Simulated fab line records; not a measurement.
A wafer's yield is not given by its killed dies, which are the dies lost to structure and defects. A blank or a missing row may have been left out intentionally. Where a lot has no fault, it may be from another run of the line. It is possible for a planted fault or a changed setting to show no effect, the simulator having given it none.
Matching of chambers -- flow sky130 -- SKY_FIELD_ISO_CMP_27 on cmp-02: 4 sister chambers
The step polishes, stops on Si3N4, t overpolish 16 s, target thk 457.8 nm. 4 wafers are shown with their chamber, then 9 later ones without.

== WAFERS WITH THEIR CHAMBER ==
wafer,chamber,motorCurrentA (A)
L903.2,2,11.6
L908.1,3,12.3
L908.2,1,12.0
L908.4,0,11.6

== WAFERS WITHOUT THEIR CHAMBER ==
wafer,motorCurrentA (A)
L910.3,11.5
L910.4,12.7
L910.5,12.3
L911.1,12.4
L911.2,12.1
L911.4,11.7
L912.4,11.7
L912.5,12.5
L912.6,12.2

== EACH ONE'S CHAMBER ==
wafer,from the rows above,in truth
L910.3,can't be placed: 0 or 2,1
L910.4,can't be placed: 3 or 1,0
L910.5,can't be placed: 3 or 1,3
L911.1,can't be placed: 3 or 1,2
L911.2,can't be placed: 1 or 3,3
L911.4,can't be placed: 0 or 2 or 1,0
L912.4,can't be placed: 0 or 2 or 1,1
L912.5,can't be placed: 3 or 1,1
L912.6,can't be placed: 3 or 1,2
Correct placement for 0 of the 9. Not placeable from these rows: 9 (in 5, the candidates include the true chamber). Number placed wrongly: 0.
How it was worked out, from the rows above alone: a wafer's distance from a chamber is the root of the sum, over the readings, of the square of ((its reading less the chamber's mean) divided by the reading's scatter). The wafer belongs to the nearest chamber; if the next one is less than 2 further off, it can't be placed. For every chamber, the mean is computed from those of its wafers that are shown. The scatter: root of mean squared gap, hidden wafer to nearest shown wafer, with one shown wafer a chamber.
